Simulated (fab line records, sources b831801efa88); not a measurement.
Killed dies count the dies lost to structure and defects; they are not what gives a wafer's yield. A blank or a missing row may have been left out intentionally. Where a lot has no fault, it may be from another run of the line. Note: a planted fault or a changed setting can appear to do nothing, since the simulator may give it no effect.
Code-filled problem report in 8D (eight disciplines) form :: flow gf180mcu :: the parts of the form that need people (team, actions taken, sign-off) are left out

== 1. WHAT IS WRONG ==
Wafers free of any fault read 200.1 nm (standard deviation 2.2) for POLY_GATE_CVD_00_THK at GF_POLY_GATE_THK_MEAS_01, against a mean of 162.0 nm on 6 wafers of 2 lots. That puts it -17 standard deviations away from the usual mean.
The first sign was on wafer L535.1 at day 14 18:11, on film metro-03. Wafers with a number at this step in the record: 36, from 12 lots. Rule for "out", or "out of limits": more than 4 standard deviations from the usual mean. The rest of the wafers with a number are treated as sound.

== 2. WHAT IT IS, WHAT IT ISN'T ==
question: which readings at this step
is: POLY_GATE_CVD_00_THK
is not: -

question: which lots
is: L535, L536
is not: L514, L515, L517, L518, L523, L524, L525, L526, L527, L528

question: which wafers of those lots
is: all that have a number
is not: -

question: read on which gauges
is: film metro-02, film metro-03
is not: film metro-04

question: when
is: from day 14 18:11
is not: up to then (30 sound wafers)

== 3. SUSPECTS, AND WHAT RULES EACH OUT ==
Counting: a tool stays on the suspect list if, at a process step up to the reading, it processed all lots that are out and no sound lot following the first of them.
- the gauge at GF_POLY_GATE_THK_MEAS_01: ruled out. Those wafers that are out were read across 2 gauges (film metro-02, film metro-03).
- rtp anneal-01 at GF_VT_IMPLANT_RTA_45 (time 30 s): kept. It processed each lot that is out, first L535 at day 13 12:34, and no sound lot thereafter; up to then, the last sound lot it processed was L528 at day 11 09:43.
- lpcvd-02 at GF_POLY_GATE_CVD_00 (deposits poly-Si, target thk 200 nm, time 1200 s): kept. It processed each lot that is out, first L535 at day 14 16:52, and no sound lot thereafter; up to then, the last sound lot it processed was L528 at day 12 10:01. Out on those wafers are its own readings of spike tc centre C, spike tc lower C, spike tc upper C, susceptor temp C.
What counting leaves: rtp anneal-01 at GF_VT_IMPLANT_RTA_45 and lpcvd-02 at GF_POLY_GATE_CVD_00.

== 4. THE CAUSE (what the simulator had put in) ==
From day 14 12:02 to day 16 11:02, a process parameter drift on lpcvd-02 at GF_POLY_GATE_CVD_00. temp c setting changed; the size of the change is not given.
Counting left 2 suspects, and this tool is among them.

== 5. SEQUENCE OF EFFECTS, ordered by route ==
Rows list readings where the struck wafers' mean (over those with a number) sits beyond 3 standard deviations from the usual. Scope: only readings with a usual standard deviation given in the record; hours: median across lots of the time from each lot's start at the first step in this table that gives one to its start at this step; sigmas: change in usual standard deviations.
hours: 0
step: GF_POLY_GATE_CVD_00
reading: spike tc centre C
usual: 619.2 C
on struck wafers: 610.5
change: -8.7
sigmas: -7.3

hours: 0
step: GF_POLY_GATE_CVD_00
reading: spike tc lower C
usual: 620.0 C
on struck wafers: 610.8
change: -9.2
sigmas: -7.1

hours: 0
step: GF_POLY_GATE_CVD_00
reading: spike tc upper C
usual: 620.6 C
on struck wafers: 611.0
change: -9.6
sigmas: -6.4

hours: 0
step: GF_POLY_GATE_CVD_00
reading: susceptor temp C
usual: 620.02 C
on struck wafers: 610.84
change: -9.18
sigmas: -32

hours: 1
step: GF_POLY_GATE_THK_MEAS_01
reading: POLY_GATE_CVD_00_THK
usual: 200.1 nm
on struck wafers: 162.0
change: -38.1
sigmas: -17

hours: 22
step: GF_POLY_GATE_ETCH_13
reading: oes product au
usual: 0.989 a.u.
on struck wafers: 0.864
change: -0.125
sigmas: -19
It contains these process steps:
- GF_POLY_GATE_CVD_00: deposits poly-Si, target thk 200 nm, time 1200 s.
- GF_POLY_GATE_ETCH_13: etches poly-Si in HBr/Cl2, stops on SiO2, target depth 198.5 nm, time 69.6 s.
Later steps that measure or inspect, where all struck wafers having a row at the step show a number for every such reading and not one has moved that far: GF_HV_LDD_OVL_MEAS_08.

== 6. HOW IT WOULD HAVE BEEN CAUGHT EARLIER ==
In this record the first reading out of limits at a measuring or inspecting step was taken at day 14 18:11, 6 hours after the fault began at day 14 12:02.
The tool's own readings at GF_POLY_GATE_CVD_00 were out on every struck wafer that the step has a row for (spike tc centre C, spike tc lower C, spike tc upper C, susceptor temp C): an alarm limit on them would have fired on the first of those.
L536, from the lots that are out (2), started GF_POLY_GATE_CVD_00 on lpcvd-02 later than day 14 18:11. It would have been spared by a hold on the tool at that moment.
